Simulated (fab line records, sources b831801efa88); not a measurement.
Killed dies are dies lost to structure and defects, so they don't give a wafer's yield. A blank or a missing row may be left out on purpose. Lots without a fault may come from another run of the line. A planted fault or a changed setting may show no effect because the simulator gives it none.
Problem report in the 8D (eight disciplines) form, filled by code | flow gf180mcu | the parts of the form that need people (team, actions taken, sign-off) are left out

1. THE PROBLEM
cd_nm at GF_M1_CD_MEAS_14 reads a mean of 168.5 nm on 7 wafers of 3 lots; wafers without a fault read 230.2 nm with a standard deviation of 1.1. That is -56 standard deviations from the usual mean.
The step: target cd 230 nm.
First seen on wafer L118.2, day 21 13:37, on cd_sem-02. The record holds 36 wafers of 12 lots with a number at this step. Rule for "out", or "out of limits": more than 4 standard deviations from the usual mean. The other wafers with a number count as sound.

2. WHAT IT IS AND WHAT IT IS NOT
question                    | is                                                     | is not
which readings at this step | cd_nm                                                  | -
which lots                  | L118, L120, L121                                       | L106, L107, L109, L110, L112, L113, L114, L127, L129
which wafers of those lots  | L118.2, L118.4, L120.2, L120.4, L120.6, L121.4, L121.6 | L118.1, L121.1
read on which gauges        | cd_sem-01, cd_sem-02                                   | -
when                        | from day 21 13:37                                      | up to then (22 sound wafers); but 7 sound wafers of L121, L127, L129 came after

3. SUSPECTS, AND WHAT RULES EACH OUT
Counting: a tool at a process step up to the reading stays a suspect if it ran every lot that is out. Sound lots after the first of them don't rule it out here, since some wafers of a struck lot are sound.
- the gauge at GF_M1_CD_MEAS_14: ruled out. The wafers that are out were read on 2 gauges (cd_sem-01, cd_sem-02).
- krf_scanner-02 at GF_M1_EXPOSE_11 (exposes mask Metal1, target cd 230 nm): kept. It ran every lot that is out, first L118 (day 21 02:13); its last sound lot up to then is L110 (day 18 07:18).
Left after counting: krf_scanner-02 at GF_M1_EXPOSE_11.

4. THE CAUSE (what the simulator had put in)
Process parameter drift: krf_scanner-02, from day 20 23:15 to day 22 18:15, at GF_M1_EXPOSE_11. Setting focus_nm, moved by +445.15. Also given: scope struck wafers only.
Counting left only this tool.

5. THE CHAIN OF EFFECTS, in route order
Each row: a reading whose mean over the struck wafers that have a number lies more than 3 standard deviations from the usual. Only readings for which the record gives a usual standard deviation are gone through. hours: the time from each lot's start at the first step in this table that gives one to its start at this step, as a median over the lots. sigmas: the change in usual standard deviations.
hours | step                    | reading              | usual    | on struck wafers | change | sigmas
0     | GF_M1_CD_MEAS_14        | cd_nm                | 230.2 nm | 168.5            | -61.7  | -56
256   | GF_PASSIVATION_PROBE_99 | defect_limited_yield | 90.5 %   | 0.2              | -90.3  | -64
256   | GF_PASSIVATION_PROBE_99 | killed_at_M0_to_M3   | 20       | 463              | +443   | +99 or more
256   | GF_PASSIVATION_PROBE_99 | killed_dies          | 47       | 491              | +444   | +66
256   | GF_PASSIVATION_PROBE_99 | killed_on_rim        | 8.8      | 96.0             | +87.2  | +32
256   | GF_PASSIVATION_PROBE_99 | sort_bin_5_function  | 5.6 %    | 95.7             | +90.1  | +90
256   | GF_PASSIVATION_PROBE_99 | sort_n_pass          | 445      | 1                | -444   | -66
256   | GF_PASSIVATION_PROBE_99 | sort_yield_pct       | 90.5 %   | 0.2              | -90.3  | -64
The process steps in it:
- GF_PASSIVATION_PROBE_99

6. WHAT WOULD HAVE CAUGHT IT SOONER
In this record the first reading out of limits at a measuring or inspecting step was taken at day 21 13:37, 14 hours after the fault began at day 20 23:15.
Of the tool readings at GF_M1_EXPOSE_11 for which the record gives a usual standard deviation, none was out on any struck wafer, so an alarm limit of 4 standard deviations on them would not have fired.
Of the lots that are out (3), L120, L121 began GF_M1_EXPOSE_11 on krf_scanner-02 after day 21 13:37. A hold on the tool at that time would have spared those 2.
